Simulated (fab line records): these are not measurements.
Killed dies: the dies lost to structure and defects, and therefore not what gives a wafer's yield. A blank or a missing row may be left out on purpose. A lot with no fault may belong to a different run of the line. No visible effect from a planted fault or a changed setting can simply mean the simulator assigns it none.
Problem report, 8D (eight disciplines) form, completed by code | flow sky130 | the parts of the form that need people (team, actions taken, sign-off) are left out

1. WHAT IS WRONG
Wafers without a fault read 50.000, standard deviation 0.016; beam_energy_keV at SKY_LDD_N_IMPLANT_12 reads a mean of 39.584 on 6 wafers belonging to 2 lots. So: -99 or more standard deviations from the usual mean.
First seen on wafer L300.2, day 20 08:05, on implanter-01. The record has a number at this step for 42 wafers belonging to 14 lots. By rule, "out" or "out of limits" means more than 4 standard deviations away from the usual mean. The rest of the wafers with a number are treated as sound.

2. WHAT THIS IS AND IS NOT
question                    | is                     | is not
which readings at this step | beam_energy_keV        | -
which lots                  | L300, L303             | L293, L294, L295, L301, L306, L308, L309, L310, L312, L313, L314, L315
which wafers of those lots  | all that have a number | -
read on which tools         | implanter-01           | implanter-02, implanter-04
when                        | from day 20 08:05      | up to then (9 sound wafers); but 27 sound wafers of L301, L306, L308, L309, L310, L312, L313, L314, L315 came after

3. WHAT RULES OUT EACH SUSPECT
Counting: any tool at a process step up to the reading is kept as a suspect provided that every lot that is out went through it and no sound lot did after the first of them.
- implanter-01 at SKY_LDD_N_IMPLANT_12: ruled out as a lasting fault. After its first lot that is out, L300 (day 20 08:05), sound lots L309, L312, L314 ran on it.
Left after counting: nothing in the record.

4. THE CAUSE (what the simulator had put in)
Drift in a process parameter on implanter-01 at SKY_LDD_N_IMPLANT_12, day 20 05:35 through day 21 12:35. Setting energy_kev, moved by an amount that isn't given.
Counting ruled it out, wrongly.

5. SEQUENCE OF EFFECTS, ordered by route
Each row: a reading where the mean over the struck wafers with a number is more than 3 standard deviations away from the usual. Readings are gone through only where the record gives a usual standard deviation; hours: the median, over the lots, of the time from a lot's start at the first step in this table giving one to that lot's start at this step; sigmas: the change measured in usual standard deviations.
hours | step                 | reading         | usual  | on struck wafers | change  | sigmas
0     | SKY_LDD_N_IMPLANT_12 | beam_energy_keV | 50.000 | 39.584           | -10.416 | -99 or more
Process steps it contains:
- SKY_LDD_N_IMPLANT_12

6. WHAT WOULD HAVE CAUGHT IT SOONER
2 hours passed between the start of the fault at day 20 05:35 and the first reading out of limits in this record, taken at day 20 08:05.
